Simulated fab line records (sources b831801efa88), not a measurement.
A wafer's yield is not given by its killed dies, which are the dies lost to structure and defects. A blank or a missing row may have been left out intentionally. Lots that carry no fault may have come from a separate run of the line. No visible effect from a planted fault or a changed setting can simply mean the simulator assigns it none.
The same fault as seen by 2 desks    flow gf180mcu    each desk has only its own numbers; what lay behind them comes last

FOR THE TOOL OWNER'S DESK: implanter-04
For each lot that ran on this tool, the mean over its sampled wafers that have a number, from the tool's own readings at GF_DNWELL_IMPLANT_07. Marked OUT: a lot whose mean sits more than 4 standard deviations from the usual mean, which makes it out of limits; the brackets give that distance.
Columns: A = beam_energy_keV at GF_DNWELL_IMPLANT_07, usual 1500.1; B = beam_on_s at GF_DNWELL_IMPLANT_07, usual 10.03 s; C = end_station_pressure_torr at GF_DNWELL_IMPLANT_07, usual 5.07e-06 Torr; D = faraday_current_uA at GF_DNWELL_IMPLANT_07, usual 56.2
lot   first seen here  A       B                 C                           D
L547  day 5 02:07      1500.3  10.19             5.10e-06                    55.3
L551  day 5 19:52      1500.2  12.11 (+9.9) OUT  9.67e-05 (+99 or more) OUT  46.9 (-7.7) OUT
L552  day 6 01:03      1500.6  12.12 (+9.9) OUT  9.88e-05 (+99 or more) OUT  46.9 (-7.8) OUT
Finding of this desk: L551, L552 out of limits; the first was L551 at day 5 19:52, on beam_on_s at GF_DNWELL_IMPLANT_07. L547 stayed within limits.

AT THE METROLOGY DESK
Means of the sampled wafers that have a number, per lot and without regard to the tool the lot ran on: this is what the gauges read. Marked OUT: a lot whose mean sits more than 4 standard deviations from the usual mean, which makes it out of limits; the brackets give that distance.
Columns: A = STI_OXIDATION_02_THK at GF_STI_THK_MEAS_30, usual 10.05 nm
lot   first seen here  A
L545  day 3 18:26      10.00
L547  day 4 12:35      10.03
L551  day 5 06:10      9.68
L552  day 5 10:14      10.16
L553  day 5 11:37      9.99
L555  day 5 21:48      10.04
This desk found nothing out of limits on any of the 6 lots.

ALL TOGETHER
The tool owner's desk could have raised an alarm at day 5 19:52, on L551, L552.
The metrology desk saw nothing out of limits.
The metrology desk has L551, L552 on record, within its limits.
On implanter-04, each named lot ran GF_DNWELL_IMPLANT_07.

WHAT HAD BEEN PUT IN BY THE SIMULATOR
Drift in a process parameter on implanter-04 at GF_DNWELL_IMPLANT_07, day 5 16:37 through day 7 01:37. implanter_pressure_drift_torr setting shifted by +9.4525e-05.
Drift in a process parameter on implanter-04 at GF_DNWELL_IMPLANT_07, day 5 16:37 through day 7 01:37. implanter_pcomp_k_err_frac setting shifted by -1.
Struck lots among those shown: L551, L552.
Hours from the fault's start to each desk's first reading out of limits: the tool owner's desk, 3.
